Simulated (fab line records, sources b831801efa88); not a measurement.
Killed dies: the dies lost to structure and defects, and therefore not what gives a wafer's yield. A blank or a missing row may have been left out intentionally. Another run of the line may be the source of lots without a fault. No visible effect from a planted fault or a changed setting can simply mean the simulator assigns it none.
Comparing a struck lot with a sound one    flow sky130    16 steps out of a route of 708
Sound: these wafers, L879.3, L879.4, L879.5. Struck: wafer L877.4. (L877.1, L877.3 of the same lot were not struck and are left out.) The cause comes at the end.
Per side, at each step with rows, come the tool, then ch with its chambers, and then its first start. Under that, the readings that differ: sound wafers    struck wafers    difference of the means    sigmas: that difference in standard deviations of wafers without a fault.
alike: words and numbers the same on both sides, and readings whose means are apart by under 2 such deviations; not compared: readings that were withheld, readings missing a value for some wafer, numbers with overlapping values and no deviation given by the record, and bounds like >300 which may hide the same value.
A row with sigmas, a row that says differs or no value, or rows on one side alone: a step with any of these is where the two part. When numbers do not overlap yet have no deviation, they are printed without sigmas and do not part them. Lack of a reading on every wafer of one side parts them only where that side has two or more wafers.

first, 3 steps without rows for these wafers: SKY_VIA2_CLEAN_18 (cleans in IPA, time 180 s); SKY_VIA2_CLEAN_19 (cleans in O3/DIW); SKY_VIA2_SPUTTER_20 (material TiN, target thk 20 nm, time 80 s).
SKY_VIA2_CVD_21: deposits W, target thk 420 nm, time 126.4 s.
  sound on cvd w-02 ch 0,1, day 40 22:52; struck on cvd w-01 ch 0, day 39 20:10
reading               sound                 struck  difference  sigmas
heater power w (W)    893 719 722           955     +177        +2
susceptor temp C (C)  400.21 400.01 399.96  399.59  -0.47       -2
  alike: chamber pressure Torr
SKY_VIA2_RS_MEAS_22: measurement is done with a four-point probe.
  struck on film metro-04, day 39 20:17; sound on film metro-04, day 40 22:59
  alike: VIA2_W_RS
SKY_VIA2_THK_MEAS_23: measures by xrf.
  struck on film metro-04, day 39 20:25; sound on film metro-04, day 40 23:05
  alike: VIA2_W_THK
then, 1 step without rows for these wafers: SKY_VIA2_CMP_24 (polishes, stops on SiO2, t overpolish 20 s, target thk 0 nm).
SKY_METAL3_SPUTTER_00: material Ti, target thk 15 nm, time 10 s.
  struck on pvd sputter-03, day 39 20:46; sound on pvd sputter-02, day 40 23:26
  alike: throttle valve pct
SKY_METAL3_SPUTTER_01: material TiN, target thk 20 nm, time 16.7 s.
  struck on pvd sputter-03, day 39 20:48; sound on pvd sputter-02, day 40 23:27
  alike: throttle valve pct
SKY_METAL3_SPUTTER_02: material AlCu, target thk 735 nm, time 39.1 s.
  struck on pvd sputter-03, day 39 20:49; sound on pvd sputter-02, day 40 23:29
  alike: throttle valve pct
then, 2 steps without rows for these wafers: SKY_METAL3_SPUTTER_03 (material Ti, target thk 5 nm, time 3.3 s); SKY_METAL3_SPUTTER_04 (material TiN, target thk 70 nm, time 58.3 s).
SKY_CAPM_CVD_00: deposits SiO2, target thk 15.5 nm.
  sound on pecvd-04 ch 0,2, day 40 23:35; struck on pecvd-02 ch 0, day 39 20:56
reading                                sound              struck  difference  sigmas
rf fwd power W (W)                     437.9 438.1 437.0  373.7   -64.0       -21
model.SiO2_of_CAPM_CVD_00.thk nm (nm)  15.3 15.37 15.57   14.56   -0.85       
  alike: heater power w, susceptor temp C
SKY_CAPM_THK_MEAS_01:
  struck on film metro-04, day 39 20:57; sound on film metro-02, day 40 23:38
reading               sound              struck  difference  sigmas
CAPM_CVD_00_THK (nm)  15.31 15.37 15.58  14.60   -0.82       -4
SKY_CAPM_SPUTTER_02: material TiN, target thk 200 nm, time 169.9 s.
  struck on pvd sputter-01, day 39 21:01; sound on pvd sputter-03, day 40 23:40
  alike: throttle valve pct
-- the record jumps here: 9 days lie between the struck wafers' starts before and after (it left off in module CAPM and takes up again in module PAD_OPEN, whose first step shown is number 708 of the route) --
SKY_PAD_OPEN_PROBE_99:
  struck on prober-01, day 48 15:44; sound on prober-01, day 49 11:05
reading                               sound                struck  difference  sigmas
defect limited yield (%)              81.9 81.3 80.3       85.0    +3.8        +2
killed at contacts                    25 26 31             16      -11         -2
killed dies                           89 92 97             74      -19         -2
sort_bin_3_pad_short (%)              0.6 1.4 1.4          0.2     -0.9        -2
sort n pass                           403 400 395          418     +19         +2
sort yield pct (%)                    81.9 81.3 80.3       85.0    +3.8        +2
model.etest.cap mim.bv v (V)          13.68 13.74 14.03    12.68   -1.14       
model.etest.cap mim.leak log10 a cm2  -9.063 -8.897 -8.93  -8.893  +0.070      
model.etest.cap mim.c ff um2          2.367 2.341 2.33     2.483   +0.137      
  alike: killed_at_M0_to_M3, killed_at_M4_up, killed at front end, killed at other, killed open, killed short, sort_bin_5_function, sort_bin_6_memory

WHERE THEY PART
Last at SKY_PAD_OPEN_PROBE_99 as far as this record goes, first at SKY_VIA2_CVD_21.

WHY: the cause the simulator had injected
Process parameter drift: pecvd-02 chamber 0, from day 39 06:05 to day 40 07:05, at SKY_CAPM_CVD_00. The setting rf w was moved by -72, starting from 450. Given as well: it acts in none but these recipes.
